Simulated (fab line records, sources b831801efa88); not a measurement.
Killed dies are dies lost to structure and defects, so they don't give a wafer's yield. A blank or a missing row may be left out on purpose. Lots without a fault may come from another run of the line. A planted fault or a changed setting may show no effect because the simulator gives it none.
Which tool did it? | flow sky130 | 13 lots, 38 wafers sampled, at 5 steps of a route of 708

WHAT THE GAUGES READ, wafer by wafer
SKY_SD_N_RS_MEAS_16: measures by four-point-probe. Usual: SD_N_RS 68.52 ohm/sq, standard deviation 0.13.
lot  | measured     | on            | SD_N_RS (ohm/sq)  | flag
L620 | day 28 19:01 | film_metro-02 | 68.51 68.49 68.40 |
L621 | day 29 11:34 | film_metro-03 | 68.75 68.72 68.66 |
L624 | day 30 16:32 | film_metro-03 | 66.76 66.72 66.66 | OFF
L626 | day 30 18:17 | film_metro-03 | 66.69 66.71 66.62 | OFF
L631 | day 32 01:50 | film_metro-03 | 68.32 68.30 68.30 |
L633 | day 32 20:58 | film_metro-03 | 68.33 68.61 68.46 |
L634 | day 32 23:08 | film_metro-02 | 68.41 68.43 68.55 |
L635 | day 33 03:47 | film_metro-02 | 68.57 68.58 68.70 |
L636 | day 33 13:59 | film_metro-01 | 68.56 68.59       |
L637 | day 34 11:58 | film_metro-03 | 68.41 68.48 68.33 |
L639 | day 35 02:13 | film_metro-03 | 68.43 68.51 68.59 |
L641 | day 35 03:26 | film_metro-02 | 68.54 68.67 68.84 |
L642 | day 35 18:04 | film_metro-01 | 68.50 68.52 68.51 |

SKY_LI_CONTACT_THK_MEAS_01. Usual: LI_CONTACT_HDPCVD_THK 929 nm, standard deviation 8.5.
lot  | measured     | on            | LI_CONTACT_HDPCVD_THK (nm) | flag
L620 | day 28 19:29 | film_metro-01 | 942 936 944                |
L621 | day 29 12:05 | film_metro-01 | 940 936 936                |
L624 | day 30 17:01 | film_metro-03 | 936 934 932                |
L626 | day 30 18:46 | film_metro-02 | 934 929 934                |
L631 | day 32 02:19 | film_metro-01 | 922 917 920                |
L633 | day 32 21:26 | film_metro-02 | 943 944 949                |
L634 | day 32 23:37 | film_metro-03 | 921 935 934                |
L635 | day 33 04:14 | film_metro-03 | 915 934 931                |
L636 | day 33 14:26 | film_metro-03 | 924 923                    |
L637 | day 34 12:25 | film_metro-02 | 925 914 915                |
L639 | day 35 02:42 | film_metro-03 | 927 930 915                |
L641 | day 35 03:54 | film_metro-02 | 915 913 928                |
L642 | day 35 18:32 | film_metro-02 | 930 929 933                |

SKY_LI_CONTACT_CD_MEAS_12: target cd 170 nm. Usual: cd_nm 169.6 nm, standard deviation 1.5.
lot  | measured     | on        | cd_nm (nm)        | flag
L620 | day 30 00:35 | cd_sem-02 | 167.6 168.0 167.3 |
L621 | day 30 15:57 | cd_sem-01 | 166.9 167.6 166.6 |
L624 | day 31 20:32 | cd_sem-01 | 169.0 171.4 170.9 |
L626 | day 31 22:51 | cd_sem-02 | 169.0 169.1 169.3 |
L631 | day 33 04:58 | cd_sem-02 | 169.2 167.7 167.3 |
L633 | day 34 00:33 | cd_sem-02 | 170.4 169.2 170.3 |
L634 | day 34 02:02 | cd_sem-01 | 169.4 169.1 167.9 |
L635 | day 34 06:38 | cd_sem-02 | 171.6 171.0 169.8 |
L636 | day 34 17:18 | cd_sem-01 | 168.4 169.6       |
L637 | day 35 15:07 | cd_sem-01 | 169.7 168.1 167.5 |
L639 | day 36 05:02 | cd_sem-02 | 169.0 169.6 169.5 |
L641 | day 36 06:38 | cd_sem-01 | 171.0 169.9 170.4 |
L642 | day 36 21:06 | cd_sem-02 | 170.2 169.6 169.4 |

WHICH TOOL RAN EACH LOT (tool, then ch and the chambers of the sampled wafers, then the start)
lot  | SKY_SD_N_IMPLANT_10             | SKY_SD_N_RTA_14
L620 | implanter-04 ch 0, day 28 18:30 | rtp_anneal-01 ch 0, day 28 18:49
L621 | implanter-04 ch 0, day 29 11:02 | rtp_anneal-02 ch 0, day 29 11:22
L624 | implanter-04 ch 0, day 30 16:00 | rtp_anneal-01 ch 0, day 30 16:22
L626 | implanter-04 ch 0, day 30 17:45 | rtp_anneal-02 ch 0, day 30 18:07
L631 | implanter-01 ch 0, day 32 01:19 | rtp_anneal-02 ch 0, day 32 01:39
L633 | implanter-03 ch 0, day 32 20:25 | rtp_anneal-02 ch 0, day 32 20:46
L634 | implanter-01 ch 0, day 32 22:36 | rtp_anneal-01 ch 0, day 32 22:58
L635 | implanter-04 ch 0, day 33 03:16 | rtp_anneal-02 ch 0, day 33 03:34
L636 | implanter-04 ch 0, day 33 13:28 | rtp_anneal-01 ch 0, day 33 13:47
L637 | implanter-03 ch 0, day 34 11:26 | rtp_anneal-02 ch 0, day 34 11:46
L639 | implanter-04 ch 0, day 35 01:32 | rtp_anneal-01 ch 0, day 35 02:02
L641 | implanter-04 ch 0, day 35 02:48 | rtp_anneal-02 ch 0, day 35 03:14
L642 | implanter-03 ch 0, day 35 17:32 | rtp_anneal-01 ch 0, day 35 17:52
- SKY_SD_N_IMPLANT_10
- SKY_SD_N_RTA_14: time 2 s.

WHAT THE TOOLS THEMSELVES READ (means of the sampled wafers that have a number; where no wafer has one, the mark that the record gives instead)
SKY_SD_N_IMPLANT_10. Usual: beam_on_s 10.9 s, standard deviation 0.55; dose_ions_cm2 1.0001e+14, standard deviation 9.7e+10; end_station_pressure_torr 5.37e-06 Torr, standard deviation 2.9e-07.
lot  | tool         | beam_on_s (s) | dose_ions_cm2 | end_station_pressure_torr (Torr) | flag
L620 | implanter-04 | 11.2          | 9.9947e+13    | 5.10e-06                         |
L621 | implanter-04 | 11.3          | 1.0008e+14    | 5.47e-06                         |
L624 | implanter-04 | 19.6          | 1.7123e+14    | 5.14e-06                         | OFF
L626 | implanter-04 | 20.0          | 1.7126e+14    | 5.43e-06                         | OFF
L631 | implanter-01 | 10.0          | 1.0009e+14    | 5.31e-06                         |
L633 | implanter-03 | 11.1          | 1.0001e+14    | 5.91e-06                         |
L634 | implanter-01 | 10.3          | 1.0004e+14    | 5.58e-06                         |
L635 | implanter-04 | 11.5          | 1.0003e+14    | 5.18e-06                         |
L636 | implanter-04 | 11.4          | 1.0002e+14    | 5.48e-06                         |
L637 | implanter-03 | 10.9          | 9.9887e+13    | 5.63e-06                         |
L639 | implanter-04 | 11.4          | 1.0000e+14    | 5.16e-06                         |
L641 | implanter-04 | 11.5          | 9.9967e+13    | 5.32e-06                         |
L642 | implanter-03 | 11.2          | 1.0001e+14    | 5.39e-06                         |

SKY_SD_N_RTA_14. Usual: lamp_power_pct 15.73 %, standard deviation 0.055; ramp_down_c_per_s 90.001, standard deviation 0.016; wafer_temp_C_max 1078.0, standard deviation 1.3.
lot  | tool          | lamp_power_pct (%) | ramp_down_c_per_s | wafer_temp_C_max | flag
L620 | rtp_anneal-01 | 15.73              | 90.028            | 1079.3           |
L621 | rtp_anneal-02 | 15.70              | 89.988            | 1078.3           |
L624 | rtp_anneal-01 | 15.73              | 89.992            | 1076.9           |
L626 | rtp_anneal-02 | 15.69              | 90.012            | 1078.6           |
L631 | rtp_anneal-02 | 15.70              | 89.988            | 1077.6           |
L633 | rtp_anneal-02 | 15.69              | 90.010            | 1078.3           |
L634 | rtp_anneal-01 | 15.74              | 90.008            | 1077.9           |
L635 | rtp_anneal-02 | 15.77              | 90.005            | 1078.3           |
L636 | rtp_anneal-01 | 15.71              | 89.981            | 1077.8           |
L637 | rtp_anneal-02 | 15.74              | 89.996            | 1078.0           |
L639 | rtp_anneal-01 | 15.75              | 90.014            | 1076.6           |
L641 | rtp_anneal-02 | 15.76              | 89.999            | 1078.0           |
L642 | rtp_anneal-01 | 15.73              | 89.992            | 1078.7           |

THE ANSWER, worked out from the rows above alone
Rule: a lot is off if the mean of its wafers that have a number lies more than 3 standard deviations from the usual mean. A lot without any number at a reading at which 4 lots or more have one is off too. The other lots that the step has rows for count as sound. The gauges are gone through in route order, then the tools' own readings, and for those a lot's mean is taken as printed above. The first step at which some lot is off is used, and at that step the reading that is off furthest; a lot without a number counts as furthest.
Off: L624, L626, at SKY_SD_N_RS_MEAS_16 (SD_N_RS).
A tool fits if, at a process step before that reading, it ran every lot that is off, and no sound lot after the first of them. The gauges at SKY_SD_N_RS_MEAS_16 aren't tried: what is off there is off at SKY_SD_N_IMPLANT_10 too, on other tools, and a gauge's error can't cause that. None of those tried fits.

WHAT THE SIMULATOR HAD PUT IN
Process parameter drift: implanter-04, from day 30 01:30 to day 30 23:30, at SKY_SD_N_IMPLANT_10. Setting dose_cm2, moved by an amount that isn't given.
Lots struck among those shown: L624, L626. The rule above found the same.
